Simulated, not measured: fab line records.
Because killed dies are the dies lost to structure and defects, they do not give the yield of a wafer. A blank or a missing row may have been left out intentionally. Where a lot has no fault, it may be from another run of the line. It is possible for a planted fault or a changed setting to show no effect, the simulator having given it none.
fab line records	flow gf180mcu
[record] lots = 13	wafers = 39	lastDay = 33
route steps=602 shown STI@31 LVPWELL@64 MVPSD@87 POLY_GATE@174
lots with no fault: from the same line, run without faults
startH: hours from the record's first day to the start of the lot's first wafer shown	waitH: hours from the lot's prior step to this one	" identical to the entry in the row above	L1.1+2: a single row standing in for several wafers	- either no value or no given start	* or withheld: withheld	< > ~ a bound
route shown NAME@n: names a module that has steps shown in the file, with the first one's number in the route	usual: mean and standard deviation over wafers with no fault	same: alike in all rows	chamber/n: place in a boat	sites: the reading at each site	_std_site: standard deviation of those values	_edge_site: the outer-site mean with the inner-site mean subtracted	radiusMm: for every site, how far away it sits from the centre of the wafer	mask NAME#n: copy n	behind: the most recent tool/chamber to have shaped the wafer	hold: reason for holding the lot/hours on hold/outcome of the hold	device: the n, p or np transistor that did not switch	end of line: the route-end tests of the same wafers	a step with no rows: only its recipe	killed: dies lost to structure and defects at the first sort, not the wafer's yield	map: a wafer's dies, x killed, . not, _ none there
set.NAME: the setting as run; set.NAME@STEP: as run at that earlier step	model.NAME: the simulator's own value behind a step, which no gauge read
a sample of lots followed through the steps of the route, with each step as a table and each wafer as a row
services: when a tool's chamber went out of use (startH, in hours from the record's first day, below 0 if earlier), for how many hours, and the reason
[[steps]]
[step GF_STI_THK_MEAS_30]
[recipe] reads = SiO2_of_STI_OXIDATION_29
[usual] STI_OXIDATION_02_THK = 10.51/0.18
lot.wafer	tool	chamber	startH	waitH	STI_OXIDATION_02_THK[nm]
L815.1	filmMetro-04	-	31.19	0.0	10.53
L815.3	"	-	"	"	10.37
L815.4	"	-	"	"	10.53
L816.4	filmMetro-01	-	34.86	0.0	10.39
L816.5	"	-	"	"	10.26
L816.6	"	-	"	"	10.49
L817.1	filmMetro-02	-	41.44	0.0	10.25
L817.3	"	-	"	"	10.26
L817.6	"	-	"	"	10.38
L820.2	filmMetro-04	-	57.54	0.0	10.48
L820.4	"	-	"	"	10.49
L820.6	"	-	"	"	10.39
L821.1	filmMetro-04	-	63.05	0.0	10.41
L821.2	"	-	"	"	10.31
L821.5	"	-	"	"	10.24
L822.2	filmMetro-01	-	68.12	0.0	10.02
L822.3	"	-	"	"	10.30
L822.4	"	-	"	"	10.09
L824.1	filmMetro-02	-	77.91	0.0	10.30
L824.2	"	-	"	"	10.56
L824.6	"	-	"	"	10.39
L827.1	filmMetro-04	-	92.91	0.0	10.47
L827.2	"	-	"	"	10.47
L827.4	"	-	"	"	10.57
L828.1	filmMetro-01	-	97.91	0.0	10.86
L828.4	"	-	"	"	10.98
L828.5	"	-	"	"	10.79
L829.1	filmMetro-01	-	101.79	0.0	10.61
L829.3	"	-	"	"	10.60
L829.5	"	-	"	"	10.50
L830.3	filmMetro-02	-	108.72	0.0	10.69
L830.5	"	-	"	"	10.51
L830.6	"	-	"	"	10.56
L833.3	filmMetro-02	-	124.37	0.0	10.45
L833.4	"	-	"	"	10.49
L833.5	"	-	"	"	10.53
L834.4	filmMetro-04	-	127.10	0.0	10.43
L834.5	"	-	"	"	10.45
L834.6	"	-	"	"	10.53
[step GF_LVPWELL_STRIP_10]
[recipe] chemistry = O2/N2	powerW = 1400	pressureMtorr = 1500	platenTempC = 250	o2FlowSccm = 3000	n2FlowSccm = 300	overashFraction = 0.5
[usual] drypumpMotorCurrentA = 6.0/0.44	heaterPowerW = 338/28	oesProductAu = 0.722/0.005	stripTimeToEndpointS = 37.01/0.11
lot.wafer	tool	chamber	startH	waitH	drypumpMotorCurrentA	heaterPowerW	oesProductAu	rfHoursCounterH	stripTimeToEndpointS
L815.1	plasmaAsher-02	0	67.45	0.1	6.5	384	0.727	42	36.91
L815.3	"	1	"	"	6.0	371	0.716	-	37.03
L815.4	"	0	"	"	6.5	385	0.722	-	37.05
L816.4	plasmaAsher-04	0	73.32	0.1	6.1	310	0.723	-	37.02
L816.5	"	0	"	"	6.1	317	0.715	-	37.01
L816.6	"	1	"	"	6.1	321	0.720	-	37.09
L817.1	plasmaAsher-02	0	80.62	0.1	6.5	373	0.714	43	37.24
L817.3	"	1	"	"	6.0	368	0.731	-	37.15
L817.6	"	0	"	"	6.5	384	0.721	-	37.00
L820.2	plasmaAsher-04	0	97.52	0.1	6.1	305	0.729	30	36.98
L820.4	"	1	"	"	6.1	329	0.719	-	36.95
L820.6	"	0	"	"	6.1	307	0.727	-	36.93
L821.1	plasmaAsher-04	1	102.95	0.1	6.1	320	0.726	30	36.88
L821.2	"	0	"	"	6.1	320	0.721	30	36.82
L821.5	"	1	"	"	6.1	315	0.717	-	36.88
L822.2	plasmaAsher-02	0	109.80	0.1	6.5	378	0.726	46	37.01
L822.3	"	0	"	"	6.5	366	0.715	-	37.03
L822.4	"	1	"	"	6.0	377	0.713	-	36.97
L824.1	plasmaAsher-04	0	120.42	0.1	6.1	310	0.727	33	36.89
L824.2	"	1	"	"	6.1	319	0.729	33	36.88
L824.6	"	0	"	"	6.1	324	0.717	-	36.88
L827.1	plasmaAsher-04	1	137.67	0.1	6.1	321	0.714	34	37.14
L827.2	"	0	"	"	6.1	312	0.713	34	36.96
L827.4	"	0	"	"	6.1	310	0.731	-	37.10
L828.1	plasmaAsher-02	1	141.45	0.1	6.0	372	0.721	50	37.12
L828.4	"	1	"	"	6.0	375	0.725	-	36.95
L828.5	"	0	"	"	6.5	384	0.718	-	37.07
L829.1	plasmaAsher-04	0	146.85	0.1	6.1	316	0.720	35	37.07
L829.3	"	0	"	"	6.1	317	0.722	-	37.16
L829.5	"	0	"	"	6.1	308	0.726	-	36.98
L830.3	plasmaAsher-04	1	152.25	0.1	6.1	334	0.720	-	37.13
L830.5	"	0	"	"	6.1	316	0.725	-	37.06
L830.6	"	1	"	"	6.1	328	0.728	-	37.11
L833.3	plasmaAsher-03	1	171.88	0.1	4.9	324	0.716	-	37.16
L833.4	"	0	"	"	5.4	333	0.722	-	37.03
L833.5	"	0	"	"	5.4	326	0.715	-	37.13
L834.4	plasmaAsher-04	1	174.30	0.1	6.1	322	0.726	-	36.87
L834.5	"	0	"	"	6.1	312	0.722	-	36.83
L834.6	"	1	"	"	6.1	323	0.724	-	36.85
[step GF_MVPSD_IMPLANT_09]
[recipe] species = B	energyKev = 40	doseCm2 = 5e+12	tiltDeg = 0
[usual] doseIonsCm2 = 5e+12/5.4e+09	faradayCurrentUA = 28.1/0.62
lot.wafer	tool	chamber	startH	waitH	doseIonsCm2	faradayCurrentUA
L815.1	implanter-03	0	93.65	0.1	4.993e+12	27.9
L815.3	"	0	"	"	4.995e+12	28.1
L815.4	"	0	"	"	4.988e+12	27.8
L816.4	implanter-03	0	101.23	0.1	4.995e+12	28.2
L816.5	"	0	"	"	5e+12	28.4
L816.6	"	0	"	"	4.993e+12	27.8
L817.1	implanter-03	0	108.30	0.1	4.991e+12	27.5
L817.3	"	0	"	"	5.002e+12	28.1
L817.6	"	0	"	"	4.993e+12	27.5
L820.2	implanter-01	0	124.97	0.1	5.002e+12	28.3
L820.4	"	0	"	"	4.997e+12	28.2
L820.6	"	0	"	"	5.006e+12	28.7
L821.1	implanter-04	0	132.10	0.1	5.008e+12	28.5
L821.2	"	0	"	"	5.006e+12	27.1
L821.5	"	0	"	"	5.006e+12	26.8
L822.2	implanter-01	0	139.62	0.1	4.998e+12	28.3
L822.3	"	0	"	"	5.011e+12	28.7
L822.4	"	0	"	"	5.007e+12	27.8
L824.1	implanter-04	0	150.80	0.1	4.993e+12	27.7
L824.2	"	0	"	"	5.002e+12	28.7
L824.6	"	0	"	"	5.002e+12	27.7
L827.1	implanter-04	0	169.35	0.1	4.999e+12	26.4
L827.2	"	0	"	"	5.001e+12	28.4
L827.4	"	0	"	"	4.996e+12	27.8
L828.1	implanter-03	0	174.30	0.1	5.007e+12	28.6
L828.4	"	0	"	"	5.015e+12	27.7
L828.5	"	0	"	"	5.004e+12	26.8
L829.1	implanter-03	0	178.80	0.1	5e+12	28.0
L829.3	"	0	"	"	4.998e+12	28.2
L829.5	"	0	"	"	5.004e+12	29.5
L830.3	implanter-04	0	184.30	0.1	4.551e+12	25.7
L830.5	"	0	"	"	4.559e+12	26.0
L830.6	"	0	"	"	4.559e+12	25.3
L833.3	implanter-04	0	206.55	0.1	4.557e+12	25.6
L833.4	"	0	"	"	4.556e+12	24.8
L833.5	"	0	"	"	4.562e+12	25.7
L834.4	implanter-04	0	209.42	0.1	4.559e+12	24.6
L834.5	"	0	"	"	4.558e+12	25.9
L834.6	"	0	"	"	4.558e+12	26.0
[step GF_VT_IMPLANT_RS_MEAS_49]
[recipe] thkMeasGauge = four-point-probe
[usual] MVPSD_RS = 1168/3.3
lot.wafer	tool	chamber	startH	waitH	MVPSD_RS[ohm/sq]
L815.1	filmMetro-04	-	154.69	0.1	1167
L815.3	"	-	"	"	1165
L815.4	"	-	"	"	1168
L816.4	filmMetro-01	-	161.44	0.1	1170
L816.5	"	-	"	"	1170
L816.6	"	-	"	"	1171
L817.1	filmMetro-01	-	170.97	0.1	1168
L817.3	"	-	"	"	1167
L817.6	"	-	"	"	1167
L820.2	filmMetro-01	-	190.84	0.1	1164
L820.4	"	-	"	"	1164
L820.6	"	-	"	"	1166
L821.1	filmMetro-01	-	199.03	0.1	1172
L821.2	"	-	"	"	1169
L821.5	"	-	"	"	1169
L822.2	filmMetro-04	-	206.19	0.1	1163
L822.3	"	-	"	"	1165
L822.4	"	-	"	"	1160
L824.1	filmMetro-04	-	218.38	0.1	1162
L824.2	"	-	"	"	1164
L824.6	"	-	"	"	1163
L827.1	filmMetro-04	-	239.22	0.1	1168
L827.2	"	-	"	"	1167
L827.4	"	-	"	"	1165
L828.1	filmMetro-01	-	245.77	0.1	1165
L828.4	"	-	"	"	1165
L828.5	"	-	"	"	1165
L829.1	filmMetro-01	-	250.17	0.1	1169
L829.3	"	-	"	"	1164
L829.5	"	-	"	"	1168
L830.3	filmMetro-04	-	257.06	0.1	1194
L830.5	"	-	"	"	1195
L830.6	"	-	"	"	1192
L833.3	filmMetro-03	-	282.71	0.1	1189
L833.4	"	-	"	"	1189
L833.5	"	-	"	"	1189
L834.4	filmMetro-04	-	285.33	0.1	1188
L834.5	"	-	"	"	1189
L834.6	"	-	"	"	1191
[step GF_POLY_GATE_THK_MEAS_17]
[recipe] reads = SiO2_of_POLY_GATE_OXIDATION_16
[usual] POLY_GATE_OXIDATION_THK = 3.96/0.079
lot.wafer	tool	chamber	startH	waitH	POLY_GATE_OXIDATION_THK[nm]
L815.1	filmMetro-03	-	195.68	0.0	3.98
L815.3	"	-	"	"	3.98
L815.4	"	-	"	"	3.89
L816.4	filmMetro-04	-	202.21	0.0	4.02
L816.5	"	-	"	"	4.10
L816.6	"	-	"	"	4.03
L817.1	filmMetro-03	-	212.76	0.0	4.03
L817.3	"	-	"	"	4.00
L817.6	"	-	"	"	4.00
L820.2	filmMetro-03	-	234.53	0.0	3.97
L820.4	"	-	"	"	3.95
L820.6	"	-	"	"	4.00
L821.1	filmMetro-04	-	243.61	0.0	3.98
L821.2	"	-	"	"	3.96
L821.5	"	-	"	"	3.90
L822.2	filmMetro-03	-	249.70	0.0	3.77
L822.3	"	-	"	"	3.80
L822.4	"	-	"	"	3.83
L824.1	filmMetro-04	-	262.67	0.0	3.94
L824.2	"	-	"	"	4.01
L824.6	"	-	"	"	3.93
L827.1	filmMetro-03	-	283.19	0.0	3.91
L827.2	"	-	"	"	3.88
L827.4	"	-	"	"	3.96
L828.1	filmMetro-02	-	292.57	0.0	3.90
L828.4	"	-	"	"	3.88
L828.5	"	-	"	"	3.94
L829.1	filmMetro-02	-	298.98	0.0	3.98
L829.3	"	-	"	"	4.07
L829.5	"	-	"	"	4.10
L830.3	filmMetro-04	-	303.18	0.0	4.11
L830.5	"	-	"	"	4.14
L830.6	"	-	"	"	4.06
L833.3	filmMetro-04	-	337.44	0.0	3.95
L833.4	"	-	"	"	3.85
L833.5	"	-	"	"	3.95
L834.4	filmMetro-02	-	337.45	0.0	3.93
L834.5	"	-	"	"	3.98
L834.6	"	-	"	"	4.03
[[services]]
tool	chamber	startH	hours	kind
plasmaAsher-03	-	59.19	14.6	pm
implanter-03	-	63.78	4.0	pm
implanter-04	-	71.71	2.8	pm
plasmaAsher-02	-	91.08	2.1	repair
implanter-04	-	107.83	2.8	repair
implanter-04	-	132.41	3.0	repair
implanter-01	-	177.20	4.2	repair
plasmaAsher-04	-	181.24	15.6	pm
[[key]]
[firstSign] step = GF_MVPSD_IMPLANT_09	reading = doseIonsCm2	direction = down	sigmas = 83	usual = 5e+12	struck = 4.558e+12
[effect] step = GF_MVPSD_IMPLANT_09	reading = faradayCurrentUA	direction = down	sigmas = 4.1	usual = 28.1	struck = 25.5
[effect] step = GF_VT_IMPLANT_RS_MEAS_49	reading = MVPSD_RS	direction = up	sigmas = 6.9	usual = 1168	struck = 1191
metAt GF_MVPSD_IMPLANT_09
struckLots L830,L833,L834
testerLeftOut L830,L833,L834
notActingAt GF_STI_THK_MEAS_30,GF_LVPWELL_STRIP_10,GF_POLY_GATE_THK_MEAS_17
onsetBetween 169.35 184.30
[fault] kind = processParameterDrift	tool = implanter-04	chamber = -	onsetH = 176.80	steps = GF_MVPSD_IMPLANT_09	channel = doseCm2	offset = -4.4197e+11	shape = step	endH = 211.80	actsIn = theseRecipesOnly	stated = 5e+12
// testerLeftOut: of these lots the tester's yield and bins aren't shown, on N5 and GAA mostly nor the transistor test; their killed dies are dies lost to structure and defects alone, not to doping, threshold or leakage, so they don't give the yield
